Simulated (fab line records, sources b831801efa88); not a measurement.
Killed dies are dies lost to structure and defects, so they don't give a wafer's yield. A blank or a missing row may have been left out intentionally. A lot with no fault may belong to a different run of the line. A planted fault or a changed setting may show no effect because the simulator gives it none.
Which tool is to blame? ; flow sky130 ; 42 wafers from 14 lots sampled at 2 of the route's 708 steps

== WHAT EACH GAUGE READ, for each wafer ==
SKY_LDD_LDN_TW_MEAS_13.
lot;measured;on;LDD_LDN_TW
L842;day 24 08:44;film_metro-01;1464 1467 1469
L843;day 24 14:20;film_metro-02;1459 1463 1461
L845;day 25 11:33;film_metro-03;1482 1481 1475
L846;day 25 21:05;film_metro-01;1453 1458 1455
L847;day 26 01:59;film_metro-02;1450 1454 1450
L851;day 28 02:05;film_metro-01;1370 1368 1374
L853;day 28 09:35;film_metro-02;1372 1374 1369
L855;day 28 21:46;film_metro-01;1448 1459 1450
L856;day 29 14:02;film_metro-02;1443 1452 1457
L857;day 29 17:02;film_metro-01;1446 1446 1452
L858;day 30 00:26;film_metro-02;1456 1454 1454
L859;day 30 08:50;film_metro-01;1485 1491 1488
L860;day 30 19:14;film_metro-01;1477 1489 1491
L861;day 30 23:11;film_metro-02;1459 1460 1457

== TOOL THAT RAN EACH LOT (tool first, then ch and the chambers of the sampled wafers, then the start) ==
lot;SKY_LDD_LDN_IMPLANT_08
L842;implanter-03 ch 0, day 24 08:02
L843;implanter-03 ch 0, day 24 13:38
L845;implanter-01 ch 0, day 25 10:53
L846;implanter-01 ch 0, day 25 20:23
L847;implanter-01 ch 0, day 26 01:18
L851;implanter-03 ch 0, day 28 01:23
L853;implanter-03 ch 0, day 28 08:55
L855;implanter-02 ch 0, day 28 21:07
L856;implanter-02 ch 0, day 29 13:22
L857;implanter-02 ch 0, day 29 16:22
L858;implanter-02 ch 0, day 29 23:46
L859;implanter-01 ch 0, day 30 08:08
L860;implanter-01 ch 0, day 30 18:34
L861;implanter-02 ch 0, day 30 22:31
- SKY_LDD_LDN_IMPLANT_08

== AS READ BY THE TOOLS THEMSELVES (means over the sampled wafers that have a number; for cases with no such wafer, the mark the record gives instead) ==
SKY_LDD_LDN_IMPLANT_08.
lot;tool;dose_ions_cm2;end_station_pressure_torr (Torr);faraday_current_uA;rotation_deg (degrees)
L842;implanter-03;1.25e+13;5.46e-06;68.6;23.008
L843;implanter-03;1.25e+13;4.94e-06;69.4;23.024
L845;implanter-01;1.25e+13;5.03e-06;70.2;22.998
L846;implanter-01;1.25e+13;5.02e-06;69.9;22.979
L847;implanter-01;1.25e+13;5.00e-06;69.9;22.980
L851;implanter-03;3.75e+12;5.00e-06;21.0;22.970
L853;implanter-03;3.74e+12;5.05e-06;21.5;22.999
L855;implanter-02;1.25e+13;4.92e-06;71.4;23.017
L856;implanter-02;1.25e+13;5.08e-06;70.6;23.011
L857;implanter-02;1.25e+13;5.12e-06;71.2;22.979
L858;implanter-02;1.25e+13;5.03e-06;70.4;22.960
L859;implanter-01;1.25e+13;4.93e-06;69.7;22.990
L860;implanter-01;1.25e+13;5.27e-06;71.4;22.995
L861;implanter-02;1.25e+13;5.30e-06;70.3;23.015

== THE ANSWER, worked out from the rows above alone ==
Rule: the lots themselves supply what counts as usual. Put in order of their means at a reading, lots are off if they are a third of the lots or fewer, leave a main group of 4 or more, and stand apart from it by a gap of 3 or more times the standard deviation of the main group's means; of several such gaps the widest counts. A main group is skipped when, at the precision printed for the reading in the tables above, its means are all equal. A lot without any number at a reading at which 4 lots or more have one is off too. Where the step has rows for the other lots, those lots are counted as sound. The gauges are gone through in route order, then the tools' own readings, and for those a lot's mean is taken as printed above. The first step at which some lot is off is used, and at that step the reading that is off furthest; a lot without a number counts as furthest.
Off: L851, L853, at SKY_LDD_LDN_TW_MEAS_13 (LDD_LDN_TW). Mean 1463 and standard deviation 14 in the main group.
A tool fits if, at a process step before that reading, it ran every lot that is off, and no sound lot after the first of them. The gauges at SKY_LDD_LDN_TW_MEAS_13 aren't tried: what is off there is off at SKY_LDD_LDN_IMPLANT_08 too, on other tools, and a gauge's error can't cause that. One candidate fits, namely implanter-03 at SKY_LDD_LDN_IMPLANT_08. A fault onset in the window from L843 (day 24 13:38, its last sound lot) to L851 (day 28 01:23, its first lot off) fits.
The tool's own readings at SKY_LDD_LDN_IMPLANT_08 bear it out: on the lots that are off they differ by more than 5 times the standard deviation of the sound lots' means. dose_ions_cm2 reads 3.74e+12 there against 1.25e+13 on the sound lots; faraday_current_uA reads 21.2 there against 70.2 on the sound lots.

== WHAT THE SIMULATOR PUT IN ==
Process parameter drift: implanter-03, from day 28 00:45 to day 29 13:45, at SKY_LDD_LDN_IMPLANT_08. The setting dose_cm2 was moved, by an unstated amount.
Shown lots that were struck: L851, L853. Same finding as the rule above.
